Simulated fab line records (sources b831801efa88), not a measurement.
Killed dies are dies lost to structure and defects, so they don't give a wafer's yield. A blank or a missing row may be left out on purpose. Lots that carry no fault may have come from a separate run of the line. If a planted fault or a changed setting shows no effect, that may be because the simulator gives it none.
Problem report in the 8D (eight disciplines) form, filled by code || flow gf180mcu || the parts of the form that need people (team, actions taken, sign-off) are left out

## 1. THE PROBLEM
Mean MVSD_TW at GF_MVSD_TW_MEAS_11: 1779 over 6 wafers in 2 lots; fault-free wafers: 1585, standard deviation 22. That puts it +8.8 standard deviations away from the usual mean.
First seen on wafer L282.1, day 7 05:37, on film-metro-01. The record holds 39 wafers of 13 lots with a number at this step. By rule, "out" or "out of limits" means more than 4 standard deviations away from the usual mean. Any other wafer with a number is counted as sound.

## 2. WHAT IT IS, AND WHAT IT ISN'T
{"question": "which readings at this step", "is": "MVSD_TW", "is not": "-"}
{"question": "which lots", "is": "L282, L283", "is not": "L271, L272, L273, L274, L276, L277, L284, L286, L292, L293, L294"}
{"question": "which wafers of those lots", "is": "all that have a number", "is not": "-"}
{"question": "read on which gauges", "is": "film-metro-01, film-metro-04", "is not": "film-metro-03"}
{"question": "when", "is": "from day 7 05:37", "is not": "up to then (18 sound wafers); but 15 sound wafers of L284, L286, L292, L293, L294 came after"}

## 3. SUSPECTS, AND WHAT RULES EACH OUT
Counting: a tool at any process step up to the reading remains a suspect when it ran all the lots that are out and ran no sound lot after the first of those.
- ruled out: the gauge at GF_MVSD_TW_MEAS_11. 2 gauges (film-metro-01, film-metro-04) read the wafers that are out.
- implanter-03 at GF_MVSD_IMPLANT_08: kept. Every lot that is out went through it, starting with L282 (day 7 05:13), and after that it ran no sound lot; the last sound lot it ran before then is L276 (day 5 15:38). Its own tilt-deg readings are out on those wafers.
Left after counting: implanter-03 at GF_MVSD_IMPLANT_08.

## 4. THE CAUSE (what the simulator had put in)
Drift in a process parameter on implanter-03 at GF_MVSD_IMPLANT_08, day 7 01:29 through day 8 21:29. The setting tilt-deg was moved by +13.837, starting from 0. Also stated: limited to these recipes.
After counting, this tool was the only one left.

## 5. THE CHAIN OF EFFECTS, in route order
Each row: a reading where the mean over the struck wafers with a number is more than 3 standard deviations away from the usual. Scope: only readings with a usual standard deviation given in the record; hours: median across lots of the time from each lot's start at the first step in this table that gives one to its start at this step; sigmas: change in usual standard deviations.
{"hours": 0, "step": "GF_MVSD_IMPLANT_08", "reading": "tilt-deg", "usual": "-0.001 degrees", "on struck wafers": 13.850, "change": "+13.851", "sigmas": "+99 or more"}
{"hours": 0, "step": "GF_MVSD_TW_MEAS_11", "reading": "MVSD_TW", "usual": 1585, "on struck wafers": 1779, "change": "+194", "sigmas": "+8.8"}
Here are the process steps it includes:
- GF_MVSD_IMPLANT_08
Readings that are blank on the struck wafers while sound wafers have them: MVSD_RS at GF_VT_IMPLANT_RS_MEAS_46.
Later measuring or inspecting steps at which every struck wafer that the step has a row for has a number for every such reading, and none has moved that far: GF_V1_RS_MEAS_24.

## 6. HOW IT WOULD HAVE BEEN CAUGHT EARLIER
4 hours passed between the start of the fault at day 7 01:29 and the first reading out of limits at a measuring or inspecting step in this record, taken at day 7 05:37.
At GF_MVSD_IMPLANT_08, the tool's own readings (tilt-deg) were out on each struck wafer the step has a row for, so an alarm limit on them would have fired on the first such wafer.
Among the 2 lots that are out, L283 began GF_MVSD_IMPLANT_08 on implanter-03 after day 7 05:37. Holding the tool at that time would have saved it.
